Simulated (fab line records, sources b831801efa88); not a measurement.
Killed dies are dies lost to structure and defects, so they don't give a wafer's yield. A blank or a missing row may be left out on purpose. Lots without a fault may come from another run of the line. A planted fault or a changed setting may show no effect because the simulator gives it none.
A struck lot beside a sound one | flow sky130 | 21 steps out of a route of 708
Sound: wafers L376.1, L376.4, L376.5. Struck: wafers L381.2, L381.3, L381.4. The cause comes at the end.
At each step with rows: each side's tool, then ch and its chambers, then its first start. Under that, the readings that differ: sound wafers | struck wafers | difference of the means | sigmas: that difference in standard deviations of wafers without a fault.
alike: readings whose means differ by less than 2 such deviations, and words and numbers that are the same on both sides. not compared: withheld readings, readings that some wafer has no value for, bounds like >300 that may hide the same value, and numbers for which the record gives no deviation and whose values overlap.
The two part at a step that has a row with sigmas, a row that says differs or no value, or rows on one side only. Numbers that don't overlap but have no deviation are shown without sigmas and don't part them. A reading that every wafer of one side lacks parts them only if that side has two wafers or more.

SKY_SD_N_RS_MEAS_17: measures by four-point-probe.
  sound on film_metro-03, day 28 23:59; struck on film_metro-03, day 31 21:31
  alike: SD_P_RS
SKY_SD_N_RS_MEAS_18: measures by four-point-probe.
  sound on film_metro-03, day 29 00:07; struck on film_metro-03, day 31 21:38
  alike: RES_XHIGH_RS
then, 2 steps without rows for these wafers: SKY_SALICIDE_CLEAN_00 (cleans in HF-last, time 30 s); SKY_LI_CONTACT_HDPCVD_00 (deposits PSG, target thk 930 nm, time 155 s).
SKY_LI_CONTACT_THK_MEAS_01:
  sound on film_metro-04, day 29 00:21; struck on film_metro-01, day 31 21:52
  reading                    | sound       | struck      | difference | sigmas
  LI_CONTACT_HDPCVD_THK (nm) | 923 921 934 | 907 912 907 | -17        | -2
SKY_LI_CONTACT_CMP_02: polishes PSG.
  sound on cmp-01 ch 0,2,3, day 29 00:28; struck on cmp-02 ch 0,2,3, day 31 21:55
  alike: motor_current_A, slurry_filter_dp_kPa, time_to_endpoint_s
SKY_LI_CONTACT_BOW_MEAS_03:
  sound on film_metro-03, day 29 00:43; struck on film_metro-01, day 31 22:14
  alike: LI_CONTACT_BOW
then, 5 steps without rows for these wafers: SKY_LI_CONTACT_DEHYDRATE_04 (time 60 s); SKY_LI_CONTACT_HMDS_05 (prime time 60 s); SKY_LI_CONTACT_COAT_06 (resist thk 60 nm); SKY_LI_CONTACT_COAT_07 (resist thk 450 nm); SKY_LI_CONTACT_SOFTBAKE_08 (time 90 s).
SKY_LI_CONTACT_EXPOSE_09: exposes mask LICM1, target cd 170 nm.
  sound on krf_scanner-01 ch 0, day 29 14:45; struck on krf_scanner-01 ch 0, day 32 12:16
  reading | sound                   | struck                           | difference | sigmas
  mask    | LICM1#0 LICM1#0 LICM1#0 | LICM1_R1#0 LICM1_R1#0 LICM1_R1#0 | differs    |
  alike: focus_offset_nm
then, 2 steps without rows for these wafers: SKY_LI_CONTACT_PEB_10; SKY_LI_CONTACT_DEVELOP_11 (develop time 60 s).
SKY_LI_CONTACT_CD_MEAS_12: target cd 170 nm.
  sound on cd_sem-02, day 30 04:43; struck on cd_sem-01, day 33 01:25
  reading    | sound             | struck            | difference | sigmas
  cd_nm (nm) | 167.7 168.6 170.0 | 150.6 151.0 151.1 | -17.9      | -13
SKY_LI_CONTACT_OVL_MEAS_13:
  sound on overlay-01, day 30 04:50; struck on overlay-01, day 33 01:32
  alike: LI_CONTACT_OVL
SKY_LI_CONTACT_ETCH_14: etches BARC in N2/H2, stops on SiO2, time 45.9 s, target depth 60 nm.
  sound on rie_diel-03 ch 1,3, day 30 04:52; struck on rie_diel-04 ch 1,2,3, day 33 01:34
  reading                     | sound             | struck            | difference | sigmas
  model.LI_CONTACT.cd_nm (nm) | 168.7 168.6 170.1 | 149.7 150.6 151.9 | -18.4      |
  alike: drypump_motor_current_A, h2_flow_sccm, oes_product_au, rf_fwd_power_W, throttle_valve_pct
  not compared: rf_hours_counter_h
SKY_LI_CONTACT_ETCH_15: etches PSG in C4F8/O2/Ar, stops on Si, target depth 600 nm.
  sound on rie_diel-03 ch 1,3, day 30 04:54; struck on rie_diel-04 ch 1,2,3, day 33 01:36
  reading                     | sound           | struck            | difference | sigmas
  model.LI_CONTACT.cd_nm (nm) | 168.8 169.1 170 | 150.5 150.6 151.9 | -18.3      |
  alike: oes_product_au, rf_fwd_power_W
SKY_LI_CONTACT_STRIP_16: strips in O2/N2.
  sound on plasma_asher-01 ch 0,1, day 30 04:59; struck on plasma_asher-04 ch 0,1, day 33 01:41
  reading               | sound             | struck            | difference | sigmas
  oes_product_au (a.u.) | 0.370 0.378 0.376 | 0.392 0.392 0.375 | +0.012     | +2
  alike: drypump_motor_current_A, strip_time_to_endpoint_s
  not compared: rf_hours_counter_h
-- the record jumps here: 16 days lie between the struck wafers' starts before and after (it left off in module LI_CONTACT and takes up again in module PAD_OPEN, whose first step shown is number 708 of the route) --
SKY_PAD_OPEN_PROBE_99:
  sound on prober-01, day 46 15:55; struck on prober-01, day 48 15:29
  reading                                | sound             | struck            | difference | sigmas
  model.etest.licon_pdiff.rc_ohm         | 580.5 595.5 581.8 | 719 711.3 705.7   | +126       |
  model.etest.pfet_g5v0d10v5.r_on_ohm_um | 4790 4762 4784    | 5030 5008 4940    | +214       |
  model.etest.pfet_01v8.r_on_ohm_um      | 2910 2886 2893    | 3045 3027 3045    | +143       |
  model.etest.licon_high_po.rc_ohm       | 353.5 344 360.9   | 410.1 400.2 405.3 | +52.4      |
  model.etest.nfet_g5v0d10v5.r_on_ohm_um | 1874 1863 1894    | 1971 1969 1947    | +85        |
  model.etest.licon_ndiff.rc_ohm         | 174.2 177.7 174.7 | 213.4 223.4 218.8 | +43.0      |
  model.etest.nfet_01v8.r_on_ohm_um      | 836.8 812.1 838.2 | 844.1 850.7 867   | +24.9      |
  alike: killed_at_M0_to_M3, killed_at_M4_up, killed_at_contacts, killed_at_front_end, killed_at_other, killed_dies, killed_open, killed_short
  not compared: model.etest.sonos_uncharged.r_on_ohm_um

WHERE THEY PART
First at SKY_LI_CONTACT_THK_MEAS_01; last, within this record, at SKY_LI_CONTACT_STRIP_16. Later steps at which nothing parts them and some readings are alike: SKY_PAD_OPEN_PROBE_99.

WHY: what the simulator had put in
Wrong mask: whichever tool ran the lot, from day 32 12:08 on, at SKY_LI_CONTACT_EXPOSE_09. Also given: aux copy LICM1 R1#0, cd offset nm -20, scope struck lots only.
